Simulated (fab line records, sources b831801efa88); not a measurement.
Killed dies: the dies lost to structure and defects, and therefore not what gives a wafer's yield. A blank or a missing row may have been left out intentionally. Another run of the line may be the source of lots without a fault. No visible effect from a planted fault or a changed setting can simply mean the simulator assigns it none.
Split-lot experiment + flow sky130 + 23 wafers read from 5 lots, route of 708 steps

## ON THE SPLIT
At SKY_LDD_HVN_IMPLANT_08, the setting energyKev was moved away from the recipe's 60 on 4 of the 23 wafers read, by -5.4% to -2.4%. The other wafers ran this setting at the recipe's value.

The reading comes from the split's own step.

## THE READING
In nm, at SKY_LDD_HVN_IMPLANT_08: implant.drpNm, which is the simulator's own figure and was read by no gauge. The file gives no usual value for it.

| wafer  | tool, chamber at the split | energyKev as run | against the recipe | implant.drpNm, nm | against lot-mates on the recipe |
|--------|----------------------------|------------------|--------------------|-------------------|---------------------------------|
| L074.1 | implanter-04, 0            | 60               | recipe             | 28.15             | -                               |
| L074.5 | implanter-04, 0            | 60               | recipe             | 28.15             | -                               |
| L074.6 | implanter-04, 0            | 60               | recipe             | 28.15             | -                               |
| L074.2 | implanter-04, 0            | 56.77            | -5.4%              | 26.86             | -1.29                           |
| L074.4 | implanter-04, 0            | 56.77            | -5.4%              | 26.86             | -1.29                           |
| L078.1 | implanter-03, 0            | 60               | recipe             | 28.15             | -                               |
| L078.5 | implanter-03, 0            | 60               | recipe             | 28.15             | -                               |
| L078.6 | implanter-03, 0            | 60               | recipe             | 28.15             | -                               |
| L078.2 | implanter-03, 0            | 58.56            | -2.4%              | 27.57             | -0.58                           |
| L078.3 | implanter-03, 0            | 58.56            | -2.4%              | 27.57             | -0.58                           |
| L080.1 | implanter-03, 0            | 60               | recipe             | 28.15             | -                               |
| L080.3 | implanter-03, 0            | 60               | recipe             | 28.15             | -                               |
| L080.6 | implanter-03, 0            | 60               | recipe             | 28.15             | -                               |
| L082.1 | implanter-03, 0            | 60               | recipe             | 28.15             | -                               |
| L082.3 | implanter-03, 0            | 60               | recipe             | 28.15             | -                               |
| L082.4 | implanter-03, 0            | 60               | recipe             | 28.15             | -                               |
| L082.5 | implanter-03, 0            | 60               | recipe             | 28.15             | -                               |
| L082.6 | implanter-03, 0            | 60               | recipe             | 28.15             | -                               |
| L085.1 | implanter-02, 0            | 60               | recipe             | 28.15             | -                               |
| L085.2 | implanter-02, 0            | 60               | recipe             | 28.15             | -                               |
| L085.4 | implanter-02, 0            | 60               | recipe             | 28.15             | -                               |
| L085.5 | implanter-02, 0            | 60               | recipe             | 28.15             | -                               |
| L085.6 | implanter-02, 0            | 60               | recipe             | 28.15             | -                               |

THE FIT
A straight line over all 23 wafers: implant.drpNm changes by +0.24 nm for each +1% of energyKev; r = +1.00; the points scatter about the line by 0.0014 nm.
The same after taking each lot's own level away (the mean of its wafers on the recipe; 23 wafers): +0.24 nm for each +1%; r = +1.00; scatter 0.0014 nm.
That fit puts the effect of the largest move of energyKev on the reading at 1.3 nm.
The lots' own levels span 28.150 to 28.150 nm.
So the lot-to-lot level changes the slope little: the two slopes agree.
Check: for one of the wafers moved furthest among these (-5.4%), held out of the fit, the line's prediction against its lot-mates is -1.29 nm. Against them it came out at -1.29 nm.

## THE OTHER SPLITS THESE WAFERS WENT THROUGH
These wafers also went through other splits before the reading. Each is held against what the fit with the lots' levels taken away leaves over:
| other split on the same wafers     | wafers away from the commonest value | r with implant.drpNm (lot level and that fit taken away) |
|------------------------------------|--------------------------------------|----------------------------------------------------------|
| SKY_GATE_OXIDE_OXIDATION_01 tempC  | 15                                   | -0.49                                                    |
| SKY_GATE_OXIDE_COAT_05 spinRpm     | 6                                    | +0.07                                                    |
| SKY_GATE_OXIDE_IMPLANT_11 doseCm2  | 4                                    | +0.39                                                    |
| SKY_POLY_GATE_CVD_03 pressureMtorr | 15                                   | -0.58                                                    |
| SKY_POLY_GATE_ETCH_15 sourceW      | 11                                   | +0.49                                                    |
| SKY_LDD_N_IMPLANT_13 energyKev     | 11                                   | -0.16                                                    |
| SKY_LDD_P_IMPLANT_09 doseCm2       | 10                                   | +0.02                                                    |

## THE WHOLE CHAIN: every reading that the file lists as answering this split, in the file's order
| step                   | what it does | reading                                                        | change (the file's fit)               | r (the file's) |
|------------------------|--------------|----------------------------------------------------------------|---------------------------------------|----------------|
| SKY_LDD_HVN_IMPLANT_08 |              | implant.rpNm (the simulator's own value, which no gauge read)  | +0.562 nm for each +1% of the setting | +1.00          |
| SKY_LDD_HVN_IMPLANT_08 |              | implant.drpNm (the simulator's own value, which no gauge read) | +0.24 nm for each +1% of the setting  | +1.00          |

## FILE'S OWN FIT
implant.drpNm changes by +0.24 nm for each +1% of energyKev, r = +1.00.
